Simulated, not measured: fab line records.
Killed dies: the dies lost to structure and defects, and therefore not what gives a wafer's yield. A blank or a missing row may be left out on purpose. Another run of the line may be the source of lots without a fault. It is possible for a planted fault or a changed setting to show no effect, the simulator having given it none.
Chamber matching | flow sky130 | cmp-01 running SKY_VIA3_CMP_02: 4 sister chambers
The step polishes SiO2. 4 wafers are shown with their chamber, then 8 later ones without.

WAFERS PAIRED WITH THEIR CHAMBERS
wafer  | chamber | motor current A (A)
L569.6 | 3       | 12.7
L574.4 | 2       | 11.6
L574.5 | 1       | 11.8
L575.2 | 0       | 11.9

WAFERS WHOSE CHAMBER IS MISSING
wafer  | motor current A (A)
L575.3 | 11.5
L575.5 | 11.5
L578.3 | 11.7
L578.4 | 11.6
L578.5 | 11.5
L588.2 | 12.3
L588.3 | 12.1
L588.4 | 11.5

CHAMBER TAKEN BY EACH
wafer  | from the rows above               | in truth
L575.3 | can't be placed: 2 or 1 or 0      | 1
L575.5 | can't be placed: 2 or 1 or 0      | 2
L578.3 | can't be placed: 2 or 1 or 0      | 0
L578.4 | can't be placed: 2 or 1 or 0      | 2
L578.5 | can't be placed: 2 or 1 or 0      | 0
L588.2 | can't be placed: 3 or 0 or 1 or 2 | 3
L588.3 | can't be placed: 0 or 1 or 2      | 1
L588.4 | can't be placed: 2 or 1 or 0      | 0
Placed correctly: 0 of 8. Not placeable from these rows: 8 (in 8, the candidates include the true chamber). Placed wrongly: 0.
How it was worked out, from the rows above alone: a wafer's distance from a chamber is the root of the sum, over the readings, of the square of ((its reading less the chamber's mean) divided by the reading's scatter). The wafer belongs to the nearest chamber; if the next one is less than 2 further off, it can't be placed. Each chamber's mean is taken over the wafers shown for it. The scatter: with one shown wafer a chamber, the root of the mean of the squares of how far each hidden wafer lies from its nearest shown one.
